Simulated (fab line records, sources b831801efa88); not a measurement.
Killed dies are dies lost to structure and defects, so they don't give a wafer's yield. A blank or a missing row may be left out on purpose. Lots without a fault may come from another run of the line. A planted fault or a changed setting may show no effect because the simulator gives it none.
fab line records | flow sky130 | part 2 of 2: steps 44 to 44 of 44
record lots=5 wafers=15 last_day=50
route steps=708 shown LDD_LDN@292 SPACER@304 POLY_CUT@307 SD_P@320 RES_XHIGH@332 SALICIDE@361 PAD_OPEN@708
lots that met no fault: from a run of the same line without faults
start_h: hours from the record's first day to the start of the lot's first wafer shown | wait_h: hours since the lot's step before | " the same as in the row above | L1.1+2: a row that stands for several wafers | - no value, or no start given | * or withheld: withheld | < > ~ a bound
route shown NAME@n: a module of which the file shows steps, and the number in the route of the first | usual: mean/standard deviation of fault-free wafers | same: alike in all rows | chamber/n: place in a boat | sites: the reading at each site | _std_site: their standard deviation | _edge_site: outer sites' mean less inner sites' | radius_mm: how far each site lies from the wafer's centre | mask NAME#n: copy n | behind: the tool/chamber that last shaped the wafer | hold: why the lot was held/for how many hours/how that ended | device: the transistor (n, p or np) that didn't switch | end of line: the same wafers' tests at the end of the route | a step without rows: its recipe alone | killed: dies lost to structure and defects at the first sort, not the wafer's yield | map: a wafer's dies, x killed, . not, _ none there
set.NAME: the setting as run; set.NAME@STEP: as run at that earlier step | model.NAME: the simulator's own value behind a step, which no gauge read
lots at some steps of the route; a table a step, a row a wafer
services: from which hour (start_h, from the record's first day; less than 0 if before it) a tool's chamber was out of use, for how many hours, and why
## steps
# step SKY_PAD_OPEN_PROBE_99
# usual killed_at_M0_to_M3=43/7.1 killed_at_M4_up=3.1/1.7 killed_at_contacts=23/5.1 killed_at_front_end=14/4.4 killed_at_other=0.3/0.47 killed_dies=84/9.9 killed_open=45/6.6 killed_short=38/6.8
# same gross_dies=492 killed_at_back_side=0
# columns lot.wafer tool chamber start_h wait_h killed_at_M0_to_M3 killed_at_M4_up killed_at_contacts killed_at_front_end killed_at_other killed_dies killed_open killed_short model.etest.pfet_01v8.r_on_ohm_um model.etest.pfet_g5v0d10v5.r_on_ohm_um model.etest.nfet_g5v0d10v5.r_on_ohm_um model.etest.sonos_uncharged.r_on_ohm_um model.etest.res_pdiff.line_ohm_um model.etest.pfet_01v8.drive_ua_um model.etest.nfet_01v8_lvt.drive_ua_um model.etest.sram_pfet_latch.drive_ua_um
L585.1 prober-01 - 1111.13 0.1 36 1 27 21 0 85 36 49 2953 4729 1882 804.1 1346 187.7 569.6 143.3
L585.2 prober-01 - 1111.18 0.1 42 1 25 21 0 89 51 38 2966 4745 1887 805.3 1354 186.4 571.6 139.8
L585.6 prober-01 - 1111.38 0.2 28 3 23 17 0 71 41 30 3038 4766 1897 826.1 1383 180.6 564.3 131.5
L590.2 prober-02 - 1131.57 0.1 53 1 21 8 0 83 42 41 2662 4615 1798 745.6 1352 212.1 599.3 162
L590.4 prober-02 - 1131.67 0.2 39 2 28 11 0 80 46 34 2536 4528 1778 730.2 1370 224.8 611 167.3
L590.6 prober-02 - 1131.77 0.2 40 2 22 9 0 73 39 34 2605 4629 1800 741.4 1375 217.7 598.1 160.9
L599.3 prober-02 - 1175.95 0.2 31 3 26 19 0 79 45 34 2838 4766 1893 813.1 1380 198.2 583.8 142.1
L599.4 prober-02 - 1176.00 0.2 47 5 18 9 0 79 42 37 2807 4761 1880 817.1 1370 199.9 584 141.3
L599.6 prober-02 - 1176.10 0.2 51 5 20 14 1 91 43 48 2826 4750 1871 803.9 1395 196.7 585.8 145.2
L601.1 prober-01 - 1187.05 0.1 34 5 13 16 1 69 42 27 2801 4761 1881 799.4 1356 201.1 573.6 155.1
L601.2 prober-01 - 1187.10 0.1 32 5 13 10 0 60 27 33 2934 4838 1911 822.5 1367 192.1 551.1 139.9
L601.6 prober-01 - 1187.30 0.2 32 6 18 12 1 69 41 28 2924 4805 1928 809.6 1395 192.5 553.5 142.1
L603.2 prober-01 - 1198.25 0.1 40 4 18 14 0 76 36 40 2924 4695 1881 825.6 1324 189.3 572 144.3
L603.4 prober-01 - 1198.35 0.2 48 5 43 16 0 112 60 52 2902 4750 1867 816.8 1358 191.6 566.1 139.5
L603.5 prober-01 - 1198.40 0.2 47 4 16 8 0 75 41 34 2958 4754 1885 821.6 1342 188.1 552.5 140.3
# killed by level:class
L585.1 FIELD_ISO:geometric_particle:short=10 FIELD_ISO:geometric_particle:open=8 CONTACT:geometric_particle:open=8 LI_CONTACT:geometric_particle:open=7 METAL2:geometric_particle:short=7 VIA1:geometric_particle:open=6 LI_CONTACT:geometric_particle:short=5 VIA1:geometric_particle:short=4
L585.2 VIA1:geometric_particle:open=12 VIA3:geometric_particle:open=10 CONTACT:geometric_particle:open=9 METAL2:geometric_particle:short=8 LOCAL_INTERCONNECT:geometric_particle:short=7 FIELD_ISO:geometric_particle:short=6 FIELD_ISO:geometric_particle:open=4 VIA2:geometric_particle:open=4
L585.6 LI_CONTACT:geometric_particle:open=9 FIELD_ISO:geometric_particle:open=7 CONTACT:geometric_particle:open=6 VIA1:geometric_particle:open=6 FIELD_ISO:geometric_particle:short=4 VIA1:geometric_particle:short=3 METAL1:geometric_particle:short=3 POLY_GATE:geometric_particle:short=3
L590.2 VIA1:geometric_particle:open=15 VIA1:geometric_particle:short=9 CONTACT:geometric_particle:open=8 CONTACT:geometric_particle:short=7 VIA2:geometric_particle:open=7 METAL2:geometric_particle:short=6 VIA3:geometric_particle:open=4 FIELD_ISO:geometric_particle:short=3
L590.4 CONTACT:geometric_particle:open=10 VIA1:geometric_particle:open=9 VIA2:geometric_particle:open=7 LI_CONTACT:geometric_particle:open=6 LOCAL_INTERCONNECT:geometric_particle:short=5 CONTACT:geometric_particle:short=5 FIELD_ISO:geometric_particle:open=4 POLY_GATE:geometric_particle:short=3
L590.6 VIA3:geometric_particle:open=9 CONTACT:geometric_particle:open=8 VIA1:geometric_particle:open=6 METAL1:geometric_particle:short=6 VIA2:geometric_particle:open=6 LOCAL_INTERCONNECT:geometric_particle:short=5 VIA1:geometric_particle:short=5 LI_CONTACT:geometric_particle:open=4
L599.3 CONTACT:geometric_particle:open=14 FIELD_ISO:geometric_particle:open=7 CONTACT:geometric_particle:short=6 VIA1:geometric_particle:open=5 VIA3:geometric_particle:open=5 SPACER:geometric_particle:short=4 LI_CONTACT:geometric_particle:open=4 METAL1:geometric_particle:short=4
L599.4 VIA1:geometric_particle:open=19 CONTACT:geometric_particle:open=8 VIA1:geometric_particle:short=6 VIA3:geometric_particle:open=6 CONTACT:geometric_particle:short=5 METAL2:geometric_particle:short=5 METAL4:geometric_particle:short=5 METAL1:geometric_particle:short=3
L599.6 VIA1:geometric_particle:open=14 CONTACT:geometric_particle:open=6 METAL2:geometric_particle:short=6 VIA3:geometric_particle:open=6 CONTACT:geometric_particle:short=5 VIA3:geometric_particle:short=5 VIA1:geometric_particle:short=5 FIELD_ISO:geometric_particle:short=4
L601.1 VIA1:geometric_particle:open=10 VIA3:geometric_particle:open=6 FIELD_ISO:geometric_particle:open=4 LI_CONTACT:geometric_particle:open=4 METAL4:geometric_particle:short=4 METAL2:geometric_particle:short=4 VIA2:geometric_particle:short=4 FIELD_ISO:geometric_particle:short=3
L601.2 VIA1:geometric_particle:open=6 VIA3:geometric_particle:short=5 VIA1:geometric_particle:short=5 VIA3:geometric_particle:open=4 LOCAL_INTERCONNECT:geometric_particle:short=4 CONTACT:geometric_particle:open=4 METAL4:geometric_particle:short=4 VIA2:geometric_particle:short=4
L601.6 VIA1:geometric_particle:open=12 CONTACT:geometric_particle:open=6 METAL1:geometric_particle:short=6 VIA3:geometric_particle:open=6 LOCAL_INTERCONNECT:geometric_particle:short=5 METAL4:geometric_particle:short=5 FIELD_ISO:geometric_particle:open=4 POLY_GATE:geometric_particle:open=3
L603.2 METAL1:geometric_particle:short=11 VIA1:geometric_particle:open=8 METAL2:geometric_particle:short=7 VIA2:geometric_particle:open=6 FIELD_ISO:geometric_particle:short=4 LI_CONTACT:geometric_particle:open=4 CONTACT:geometric_particle:open=4 METAL4:geometric_particle:short=4
L603.4 CONTACT:geometric_particle:open=17 VIA1:geometric_particle:open=13 LI_CONTACT:geometric_particle:open=10 CONTACT:geometric_particle:short=10 METAL1:geometric_particle:short=8 VIA3:geometric_particle:open=7 FIELD_ISO:geometric_particle:short=5 POLY_GATE:geometric_particle:short=5
L603.5 VIA1:geometric_particle:open=10 VIA3:geometric_particle:open=8 METAL1:geometric_particle:short=6 LI_CONTACT:geometric_particle:open=5 VIA3:geometric_particle:short=5 METAL2:geometric_particle:short=5 CONTACT:geometric_particle:open=4 CONTACT:geometric_particle:short=4
## services
# columns tool chamber start_h hours kind
wet_bench-03 - 552.75 1.0 repair
rie_diel-03 - 570.12 0.7 repair
rie_diel-01 0 572.54 3.0 repair
rie_diel-02 0 577.41 20.1 repair
plasma_asher-01 - 578.85 2.8 pm
plasma_asher-01 - 591.32 3.3 repair
plasma_asher-03 - 601.09 52.7 repair
rie_diel-03 0 602.01 1.2 repair
plasma_asher-03 - 623.90 3.5 repair
rie_diel-01 3 627.27 7.5 repair
rie_diel-02 0 631.94 15.9 repair
plasma_asher-02 - 641.04 1.4 repair
rie_diel-04 - 659.70 0.7 repair
wet_bench-03 - 661.54 4.3 repair
rie_diel-03 2 693.62 4.0 repair
plasma_asher-04 - 695.32 8.7 pm
rie_diel-02 2 701.84 1.4 repair
plasma_asher-03 - 702.76 7.7 repair
rie_diel-03 2 708.98 8.7 repair
plasma_asher-01 - 733.75 9.0 pm
plasma_asher-01 - 750.62 2.0 repair
plasma_asher-03 - 757.62 2.1 repair
plasma_asher-03 - 768.43 0.8 repair
rie_diel-03 1 804.36 6.8 repair
## key
first_sign step=SKY_SPACER_CVD_00 reading=susceptor_temp_C direction=down sigmas=51 usual=* struck=*
effect step=SKY_SPACER_CVD_00 reading=spike_tc_lower_C direction=down sigmas=15 usual=769.5 struck=753.3
effect step=SKY_SPACER_THK_MEAS_01 reading=SPACER_CVD_00_THK direction=down sigmas=24 usual=43.0 struck=31.6
effect step=SKY_SPACER_ETCHBACK_02 reading=oes_product_au direction=down sigmas=17 usual=0.853 struck=0.729
model_effect step=SKY_SPACER_CVD_00 value=Si3N4_of_SPACER_CVD_00.thk_nm without=42.73 struck=31.57
model_effect step=SKY_SPACER_ETCHBACK_02 value=etch.depth_nm without=42.73 struck=31.57
model_effect step=SKY_SALICIDE_CLEAN_00 value=Si3N4_of_SPACER_CVD_00.thk_nm without=41.74 struck=30.58
model_effect step=SKY_PAD_OPEN_PROBE_99 value=etest.pfet_01v8.r_on_ohm_um without=2954 struck=2601
met_at SKY_SPACER_CVD_00
struck_wafers L590.2,L590.4,L590.6
tester_left_out L590
fault kind=process_parameter_drift tool=lpcvd-02 chamber=0 onset_h=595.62 steps=SKY_SPACER_CVD_00 channel=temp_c offset=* shape=step end_h=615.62 acts_in=* stated=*
# tester_left_out: of these lots the tester's yield and bins aren't shown, on N5 and GAA mostly nor the transistor test; their killed dies are dies lost to structure and defects alone, not to doping, threshold or leakage, so they don't give the yield
